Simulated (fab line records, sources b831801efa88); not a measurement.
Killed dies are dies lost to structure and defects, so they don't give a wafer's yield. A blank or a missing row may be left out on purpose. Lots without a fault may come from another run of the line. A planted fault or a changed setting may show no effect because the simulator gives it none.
Split-lot experiment | flow sfq_line | 5 lots, 23 wafers read, on a route of 325 steps

THE SPLIT
At SFQ_TRILAYER_I1_VIA_LITHO_COAT_049 (resist thk 650 nm), the setting spin_rpm was moved away from the recipe's 3000 rpm on 6 of the 23 wafers read, by +2.2% to +5.6%. The other wafers ran this setting at the recipe's value.

FROM THE SPLIT TO THE READING: what the file shows between them, 4 steps
- SFQ_TRILAYER_I1_VIA_LITHO_SOFTBAKE_053
- SFQ_TRILAYER_I1_VIA_LITHO_EXPOSE_050: exposes mask I1, target cd 500 nm
- SFQ_TRILAYER_I1_VIA_LITHO_DEVELOP_051: time 60 s
- SFQ_TRILAYER_I1_VIA_BARC_OPEN_VIA_ETCH_071: etches BARC in O2, target depth 125 nm, time 41.7 s

THE READING
KrF_of_TRILAYER_I1_VIA_LITHO_COAT_049.thk_nm (the simulator's own value, which no gauge read), in nm, at SFQ_TRILAYER_I1_VIA_ETCH_VIA_ETCH_052 (etches SiO2 in CHF3, stops on Nb, target depth 260 nm). The file gives no usual value for it. The 17 wafers here that ran the recipe average 527.4 nm, standard deviation 3.7 nm.

wafer  | tool, chamber at the split | spin_rpm as run, rpm | against the recipe | KrF_of_TRILAYER_I1_VIA_LITHO_COAT_049.thk_nm, nm | against lot-mates on the recipe
L074.1 | litho_track-01, 0          | 3000                 | recipe             | 530.4                                            | -
L074.2 | litho_track-01, 0          | 3000                 | recipe             | 529.9                                            | -
L074.3 | litho_track-01, 0          | 3067                 | +2.2%              | 522.4                                            | -7.8
L074.4 | litho_track-01, 0          | 3067                 | +2.2%              | 521.6                                            | -8.5
L074.5 | litho_track-01, 0          | 3067                 | +2.2%              | 523.3                                            | -6.9
L075.1 | litho_track-01, 0          | 3000                 | recipe             | 526                                              | -
L075.2 | litho_track-01, 0          | 3000                 | recipe             | 526                                              | -
L075.3 | litho_track-01, 0          | 3000                 | recipe             | 522.8                                            | -
L075.4 | litho_track-01, 0          | 3000                 | recipe             | 523.3                                            | -
L075.6 | litho_track-01, 0          | 3000                 | recipe             | 525.6                                            | -
L076.3 | litho_track-01, 0          | 3000                 | recipe             | 528.1                                            | -
L076.4 | litho_track-01, 0          | 3000                 | recipe             | 527.8                                            | -
L076.6 | litho_track-01, 0          | 3000                 | recipe             | 529.5                                            | -
L081.1 | litho_track-03, 0          | 3000                 | recipe             | 521.6                                            | -
L081.2 | litho_track-03, 0          | 3169                 | +5.6%              | 505.4                                            | -15.5
L081.3 | litho_track-03, 0          | 3169                 | +5.6%              | 505                                              | -15.9
L081.4 | litho_track-03, 0          | 3169                 | +5.6%              | 508.3                                            | -12.6
L081.6 | litho_track-03, 0          | 3000                 | recipe             | 520.1                                            | -
L084.1 | litho_track-01, 0          | 3000                 | recipe             | 527.8                                            | -
L084.2 | litho_track-01, 0          | 3000                 | recipe             | 533.7                                            | -
L084.3 | litho_track-01, 0          | 3000                 | recipe             | 530.7                                            | -
L084.4 | litho_track-01, 0          | 3000                 | recipe             | 530.6                                            | -
L084.5 | litho_track-01, 0          | 3000                 | recipe             | 531.6                                            | -

THE FIT
A straight line over all 23 wafers: KrF_of_TRILAYER_I1_VIA_LITHO_COAT_049.thk_nm changes by -3.61 nm for each +1% of spin_rpm; r = -0.90; the points scatter about the line by 3.6 nm.
The same after taking each lot's own level away (the mean of its wafers on the recipe; 23 wafers): -2.68 nm for each +1%; r = -0.96; scatter 1.5 nm.
On that fit, the largest move of spin_rpm shifts the reading by 15 nm.
The lots' own levels span 520.85 to 530.88 nm, that is 2.7 times the standard deviation above.
So the lot-to-lot level changes the slope: the two fits differ.
Check: with one of the wafers moved furthest among these (+5.6%) left out of the fit, the line predicts -15.2 nm for it against its lot-mates. It came out at -15.5 nm against them.

OTHER SPLITS ON THESE WAFERS
These wafers also went through other splits before the reading. Each is held against what the fit with the lots' levels taken away leaves over:
other split on the same wafers                    | wafers away from the commonest value | r with KrF_of_TRILAYER_I1_VIA_LITHO_COAT_049.thk_nm (lot level and that fit taken away)
SFQ_TRILAYER_INCOMING_OXIDATION_002 ox_time_s     | 15                                   | +0.24
SFQ_TRILAYER_L0_LITHO_COAT_010 resist_thk_nm      | 10                                   | -0.16
SFQ_TRILAYER_L0_VIA_LITHO_COAT_013 spin_rpm       | 11                                   | +0.25
SFQ_TRILAYER_M0_LITHO_COAT_026 spin_rpm           | 4                                    | -0.01
SFQ_TRILAYER_I0_VIA_LITHO_PEB_034 peb_time_s      | 8                                    | +0.00
SFQ_TRILAYER_I0_VIA_BARC_OPEN_VIA_ETCH_046 time_s | 7                                    | -0.31
SFQ_TRILAYER_M1_LITHO_EXPOSE_040 dose_mj          | 8                                    | -0.14
SFQ_TRILAYER_I1_VIA_LITHO_COAT_054 resist_thk_nm  | 9                                    | +0.22

THE WHOLE CHAIN: every reading that the file lists as answering this split, in the file's order
step                                       | what it does                                          | reading                                                                                       | change (the file's fit)              | r (the file's)
SFQ_TRILAYER_I1_VIA_LITHO_COAT_049         | resist thk 650 nm                                     | KrF_of_TRILAYER_I1_VIA_LITHO_COAT_049.thk_nm (the simulator's own value, which no gauge read) | -2.94 nm for each +1% of the setting | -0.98
SFQ_TRILAYER_I1_VIA_BARC_OPEN_VIA_ETCH_071 | etches BARC in O2, target depth 125 nm, time 41.7 s   | KrF_of_TRILAYER_I1_VIA_LITHO_COAT_049.thk_nm (the simulator's own value, which no gauge read) | -2.83 nm for each +1% of the setting | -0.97
SFQ_TRILAYER_I1_VIA_ETCH_VIA_ETCH_052      | etches SiO2 in CHF3, stops on Nb, target depth 260 nm | KrF_of_TRILAYER_I1_VIA_LITHO_COAT_049.thk_nm (the simulator's own value, which no gauge read) | -2.72 nm for each +1% of the setting | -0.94

THE FILE'S OWN FIT
KrF_of_TRILAYER_I1_VIA_LITHO_COAT_049.thk_nm changes by -2.72 nm for each +1% of spin_rpm, r = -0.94.
